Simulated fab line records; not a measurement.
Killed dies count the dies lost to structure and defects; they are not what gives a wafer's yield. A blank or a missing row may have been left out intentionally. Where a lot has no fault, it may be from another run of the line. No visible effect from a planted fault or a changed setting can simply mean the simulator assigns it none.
2 desks, one fault	flow sky130	every desk sees just its own numbers, and what lay behind them comes last

TOOL OWNER'S DESK, pvd sputter-03
The tool's own readings at SKY_METAL2_SPUTTER_04 (material TiN, target thk 70 nm, time 58.3 s): means of the sampled wafers that have a number, for each lot that ran on this tool. Marked OUT: a lot whose mean sits more than 4 standard deviations from the usual mean, which makes it out of limits; the brackets give that distance.
Columns: A = throttle valve pct at SKY_METAL2_SPUTTER_04, usual 29.9 %
lot	first seen here	A
L221	day 34 18:28	30.1
L222	day 34 22:04	29.8
L229	day 36 20:20	29.7
L233	day 38 00:46	29.4
L234	day 38 02:34	29.5
L238	day 39 12:21	30.6
This desk's verdict: no lot among the 6 shows anything out of limits.

THE METROLOGY DESK
Lot by lot, what the gauges showed, no matter which tool ran the lot: averages of those sampled wafers that carry a number. Marked OUT: a lot whose mean sits more than 4 standard deviations from the usual mean, which makes it out of limits; the brackets give that distance.
Columns: A = cd nm at SKY_SONOS_ONO_CD_MEAS_13, usual 409.4 nm; B = METAL2_ALCU_THK at SKY_METAL2_THK_MEAS_06, usual 251.9 nm
lot	first seen here	A	B
L222	day 13 06:51	411.5	252.6
L221	day 13 09:03	409.2	252.6
L226	day 14 02:00	410.3	253.0
L229	day 15 08:00	410.3	252.9
L231	day 16 08:32	412.1	250.6
L233	day 16 17:04	406.3	250.0
L234	day 16 22:29	408.1	253.5
L238	day 18 12:40	409.3	263.4
L239	day 18 21:05	407.6	254.2
L241	day 19 11:23	410.5	248.4
L242	day 20 00:01	412.6	255.5
L244	day 20 05:57	409.4	252.8
This desk's verdict: no lot among the 12 shows anything out of limits.

BROUGHT TOGETHER
Nothing out of limits was seen by the tool owner's desk.
At the metrology desk, nothing out of limits was observed.

WHAT THE SIMULATOR HAD PUT IN
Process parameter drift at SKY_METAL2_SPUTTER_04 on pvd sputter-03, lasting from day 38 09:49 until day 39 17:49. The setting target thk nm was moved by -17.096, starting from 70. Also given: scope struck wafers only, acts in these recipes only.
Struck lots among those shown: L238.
